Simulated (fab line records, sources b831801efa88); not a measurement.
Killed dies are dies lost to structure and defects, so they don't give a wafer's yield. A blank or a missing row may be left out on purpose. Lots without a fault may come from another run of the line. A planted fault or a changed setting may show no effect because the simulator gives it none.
fab line records | flow sky130
record lots=13 wafers=39 last_day=50
route steps=708 shown FIELD_ISO@5 NWELL@63 SONOS_ONO@172
lots that met no fault: from a run of the same line without faults
start_h: hours from the record's first day to the start of the lot's first wafer shown | wait_h: hours since the lot's step before | " the same as in the row above | L1.1+2: a row that stands for several wafers | - no value, or no start given | * or withheld: withheld | < > ~ a bound
route shown NAME@n: a module of which the file shows steps, and the number in the route of the first | usual: mean/standard deviation of fault-free wafers | same: alike in all rows | chamber/n: place in a boat | sites: the reading at each site | _std_site: their standard deviation | _edge_site: outer sites' mean less inner sites' | radius_mm: how far each site lies from the wafer's centre | mask NAME#n: copy n | behind: the tool/chamber that last shaped the wafer | hold: why the lot was held/for how many hours/how that ended | device: the transistor (n, p or np) that didn't switch | end of line: the same wafers' tests at the end of the route | a step without rows: its recipe alone | killed: dies lost to structure and defects at the first sort, not the wafer's yield | map: a wafer's dies, x killed, . not, _ none there
set.NAME: the setting as run; set.NAME@STEP: as run at that earlier step | model.NAME: the simulator's own value behind a step, which no gauge read
steps of the route over a sample of lots; a table a step, a row a wafer
services: from which hour (start_h, from the record's first day; less than 0 if before it) a tool's chamber was out of use, for how many hours, and why
## steps
# step SKY_FIELD_ISO_THK_MEAS_04
# recipe reads=Si3N4_of_FIELD_ISO_CVD_03
# usual FIELD_ISO_CVD_03_THK=164.5/1.4
# columns lot.wafer tool chamber start_h wait_h FIELD_ISO_CVD_03_THK[nm]
L893.3 film_metro-03 - 20.29 0.0 166.4
L893.4 " - " " 163.7
L893.5 " - " " 164.7
L894.4 film_metro-04 - 24.34 0.0 163.3
L894.5 " - " " 162.9
L894.6 " - " " 163.8
L898.1 film_metro-04 - 44.72 0.0 165.6
L898.2 " - " " 165.4
L898.4 " - " " 163.9
L899.1 film_metro-02 - 48.48 0.0 163.5
L899.2 " - " " 162.7
L899.6 " - " " 164.2
L900.1 film_metro-02 - 53.63 0.0 164.9
L900.4 " - " " 163.9
L900.6 " - " " 163.0
L904.1 film_metro-03 - 103.43 0.0 165.2
L904.2 " - " " 165.6
L904.5 " - " " 165.4
L905.1 film_metro-04 - 103.43 0.0 164.1
L905.2 " - " " 163.9
L905.3 " - " " 165.6
L906.1 film_metro-02 - 103.43 0.0 165.2
L906.3 " - " " 165.1
L906.6 " - " " 164.3
L909.1 film_metro-02 - 103.49 0.1 164.2
L909.3 " - " " 165.2
L909.5 " - " " 164.6
L907.2 film_metro-03 - 103.50 0.1 164.9
L907.3 " - " " 164.6
L907.6 " - " " 163.9
L910.1 film_metro-02 - 106.27 0.0 162.5
L910.2 " - " " 162.7
L910.3 " - " " 162.7
L912.2 film_metro-03 - 113.49 0.0 165.1
L912.4 " - " " 165.2
L912.6 " - " " 163.5
L913.1 film_metro-02 - 119.94 0.0 166.4
L913.2 " - " " 167.0
L913.5 " - " " 165.8
# step SKY_NWELL_OVL_MEAS_10
# usual NWELL_00_OVL=0.8/1.2
# columns lot.wafer tool chamber start_h wait_h NWELL_00_OVL[nm]
L893.3 overlay-02 - 89.92 - 1.8
L893.4 " - " " 0.6
L893.5 " - " " 1.7
L894.4 overlay-02 - 94.50 - -0.8
L894.5 " - " " -0.2
L894.6 " - " " -1.1
L898.1 overlay-02 - 118.99 - 0.3
L898.2 " - " " 0.5
L898.4 " - " " 0.2
L899.1 overlay-02 - 120.14 - 0.0
L899.2 " - " " -0.8
L899.6 " - " " -0.3
L900.1 overlay-01 - 124.79 - 2.3
L900.4 " - " " -0.1
L900.6 " - " " 0.9
L907.2 overlay-02 - 189.21 - -1.2
L907.3 " - " " -0.4
L907.6 " - " " -0.5
L904.1 overlay-01 - 189.54 - 1.6
L904.2 " - " " 1.8
L904.5 " - " " 0.7
L905.1 overlay-01 - 190.86 - 2.2
L905.2 " - " " 2.7
L905.3 " - " " 2.4
L909.1 overlay-01 - 191.44 - 0.3
L909.3 " - " " 0.3
L909.5 " - " " -1.4
L906.1 overlay-02 - 192.26 - 2.8
L906.3 " - " " 3.3
L906.6 " - " " 1.3
L910.1 overlay-02 - 196.89 - 0.8
L910.2 " - " " 1.5
L910.3 " - " " -1.5
L912.2 overlay-01 - 202.86 - 0.9
L912.4 " - " " 1.0
L912.6 " - " " 0.3
L913.1 overlay-01 - 207.39 - 1.2
L913.2 " - " " 1.8
L913.5 " - " " 2.9
# step SKY_NWELL_RTA_28
# recipe temp_c=1050 time_s=30 idle_temp_c=650 ramp_up_c_per_s=150 ramp_down_c_per_s=90 ambient=N2
# usual chamber_o2_ppm=2.001/0.022 lamp_power_pct=25.30/0.051 wafer_temp_C_max=1055.0/0.86
# columns lot.wafer tool chamber start_h wait_h chamber_o2_ppm lamp_power_pct wafer_temp_C_max
L893.3 rtp_anneal-01 0 105.19 0.0 2.009 25.26 1055.3
L893.4 " 0 " " 2.018 25.26 1054.3
L893.5 " 0 " " 2.035 25.32 1054.8
L894.4 rtp_anneal-02 0 110.75 0.1 1.986 25.33 1054.8
L894.5 " 0 " " 2.004 25.31 1054.2
L894.6 " 0 " " 1.973 25.29 1055.1
L898.1 rtp_anneal-02 0 137.39 0.0 1.993 25.29 1053.3
L898.2 " 0 " " 2.018 25.24 1054.2
L898.4 " 0 " " 2.029 25.34 1055.6
L899.1 rtp_anneal-01 0 138.04 0.0 1.993 25.35 1053.8
L899.2 " 0 " " 1.986 25.34 1053.6
L899.6 " 0 " " 1.984 25.27 1056.4
L900.1 rtp_anneal-02 0 143.89 0.0 1.957 25.32 1055.0
L900.4 " 0 " " 1.999 25.25 1054.7
L900.6 " 0 " " 1.975 25.27 1055.2
L904.1 rtp_anneal-01 0 210.85 0.0 1.995 25.25 1054.6
L904.2 " 0 " " 1.990 25.37 1055.6
L904.5 " 0 " " 1.964 25.30 1054.9
L907.2 rtp_anneal-02 0 211.80 0.0 2.006 25.31 1054.5
L907.3 " 0 " " 2.002 25.39 1054.4
L907.6 " 0 " " 1.994 25.24 1056.2
L905.1 rtp_anneal-01 0 212.89 0.0 1.994 25.30 1053.5
L905.2 " 0 " " 1.974 25.30 1055.0
L905.3 " 0 " " 1.992 25.32 1054.5
L909.1 rtp_anneal-02 0 213.90 0.0 1.975 25.23 1056.4
L909.3 " 0 " " 2.001 25.27 1055.3
L909.5 " 0 " " 1.986 25.24 1056.3
L906.1 rtp_anneal-01 0 214.60 0.0 1.989 25.24 1055.0
L906.3 " 0 " " 1.995 25.29 1054.4
L906.6 " 0 " " 1.990 25.31 1055.2
L910.1 rtp_anneal-02 0 219.04 0.0 1.946 25.27 1055.0
L910.2 " 0 " " 1.971 25.32 1055.3
L910.3 " 0 " " 1.989 25.36 1055.1
L912.2 rtp_anneal-02 0 226.22 0.0 2.003 25.31 1055.6
L912.4 " 0 " " 2.024 25.29 1054.6
L912.6 " 0 " " 1.993 25.31 1056.5
L913.1 rtp_anneal-02 0 229.88 0.0 1.993 25.32 1054.3
L913.2 " 0 " " 1.984 25.31 1054.7
L913.5 " 0 " " 1.991 25.26 1055.3
# step SKY_SONOS_ONO_CVD_04
# recipe material=SiO2 precursor=SiH4/N2O target_thk_nm=5.7199 temp_c=900 pressure_mtorr=400
# usual spike_tc_centre_C=900.5/1.6 spike_tc_lower_C=900.8/2.1
# columns lot.wafer tool chamber start_h wait_h spike_tc_centre_C spike_tc_lower_C
L893.3 lpcvd-03 0 255.20 0.0 900.6 899.4
L893.4 " 0 " " 897.5 899.1
L893.5 " 0 " " 899.2 898.6
L894.4 lpcvd-03 1 257.08 0.8 901.5 902.8
L894.5 " 1 " " 902.8 903.8
L894.6 " 1 " " 902.5 902.3
L898.1 lpcvd-03 0 295.72 0.1 899.5 898.2
L898.2 " 0 " " 899.8 899.5
L898.4 " 0 " " 899.5 897.9
L899.1 lpcvd-03 0 295.72 0.1 901.9 900.5
L899.2 " 0 " " 900.0 899.8
L899.6 " 0 " " 900.7 900.0
L900.1 lpcvd-03 1 305.64 0.1 901.0 904.3
L900.4 " 1 " " 903.0 903.0
L900.6 " 1 " " 902.3 900.8
L904.1 lpcvd-03 0 391.87 0.1 900.3 898.4
L904.2 " 0 " " 898.5 901.1
L904.5 " 0 " " 897.8 898.2
L905.1 lpcvd-03 0 397.54 0.1 899.4 899.7
L905.2 " 0 " " 897.1 898.9
L905.3 " 0 " " 899.5 899.2
L907.2 lpcvd-03 0 397.54 0.0 900.0 898.0
L907.3 " 0 " " 898.6 897.6
L907.6 " 0 " " 900.2 900.7
L906.1 lpcvd-03 1 399.95 0.1 901.1 903.0
L906.3 " 1 " " 901.7 904.1
L906.6 " 1 " " 903.5 901.6
L909.1 lpcvd-03 0 399.95 0.1 900.9 897.8
L909.3 " 0 " " 900.2 899.0
L909.5 " 0 " " 900.8 900.3
L910.1 lpcvd-03 1 405.77 0.1 902.6 902.8
L910.2 " 1 " " 902.2 901.8
L910.3 " 1 " " 901.7 901.9
L912.2 lpcvd-03 0 413.26 0.0 900.8 899.4
L912.4 " 0 " " 900.0 901.2
L912.6 " 0 " " 898.4 898.7
L913.1 lpcvd-03 0 419.73 0.1 898.9 897.4
L913.2 " 0 " " 899.7 901.1
L913.5 " 0 " " 899.3 899.7
# step SKY_SONOS_ONO_THK_MEAS_05
# recipe reads=SiO2_of_SONOS_ONO_CVD_04
# usual SONOS_ONO_CVD_04_THK=5.69/0.12
# columns lot.wafer tool chamber start_h wait_h SONOS_ONO_CVD_04_THK[nm]
L893.3 film_metro-04 - 257.10 0.0 5.82
L893.4 " - " " 5.95
L893.5 " - " " 5.87
L894.4 film_metro-02 - 258.36 0.0 5.71
L894.5 " - " " 5.70
L894.6 " - " " 5.61
L898.1 film_metro-04 - 297.60 0.0 8.49
L898.2 " - " " 8.66
L898.4 " - " " 8.54
L899.1 film_metro-02 - 297.60 0.0 8.39
L899.2 " - " " 8.38
L899.6 " - " " 8.47
L900.1 film_metro-02 - 306.89 0.0 8.41
L900.4 " - " " 8.59
L900.6 " - " " 8.59
L904.1 film_metro-02 - 393.75 0.0 5.48
L904.2 " - " " 5.50
L904.5 " - " " 5.41
L905.1 film_metro-02 - 398.79 0.0 5.54
L905.2 " - " " 5.53
L905.3 " - " " 5.58
L907.2 film_metro-04 - 398.80 0.0 5.80
L907.3 " - " " 5.80
L907.6 " - " " 5.76
L906.1 film_metro-03 - 401.20 0.0 5.75
L906.3 " - " " 5.63
L906.6 " - " " 5.85
L909.1 film_metro-04 - 401.20 0.0 5.82
L909.3 " - " " 5.79
L909.5 " - " " 5.80
L910.1 film_metro-04 - 407.02 0.0 5.71
L910.2 " - " " 5.70
L910.3 " - " " 5.69
L912.2 film_metro-03 - 414.52 0.0 5.83
L912.4 " - " " 5.90
L912.6 " - " " 5.82
L913.1 film_metro-04 - 420.98 0.0 5.69
L913.2 " - " " 5.83
L913.5 " - " " 5.85
## services
# columns tool chamber start_h hours kind
rtp_anneal-01 - 126.99 1.2 pm
lpcvd-03 - 240.54 6.1 pm
## key
first_sign step=SKY_SONOS_ONO_THK_MEAS_05 reading=SONOS_ONO_CVD_04_THK direction=up sigmas=23 usual=5.69 struck=8.50
effect none on later readings
met_at SKY_SONOS_ONO_CVD_04
struck_lots L898,L899,L900
tester_left_out L898,L899,L900
not_acting_at SKY_FIELD_ISO_THK_MEAS_04,SKY_NWELL_OVL_MEAS_10,SKY_NWELL_RTA_28
onset_between 257.08 295.72
fault kind=process_parameter_drift tool=lpcvd-03 chamber=- onset_h=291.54 steps=SKY_SONOS_ONO_CVD_04 channel=target_thk_nm offset=2.7723 shape=step end_h=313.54 stated=5.7199
# tester_left_out: of these lots the tester's yield and bins aren't shown, on N5 and GAA mostly nor the transistor test; their killed dies are dies lost to structure and defects alone, not to doping, threshold or leakage, so they don't give the yield
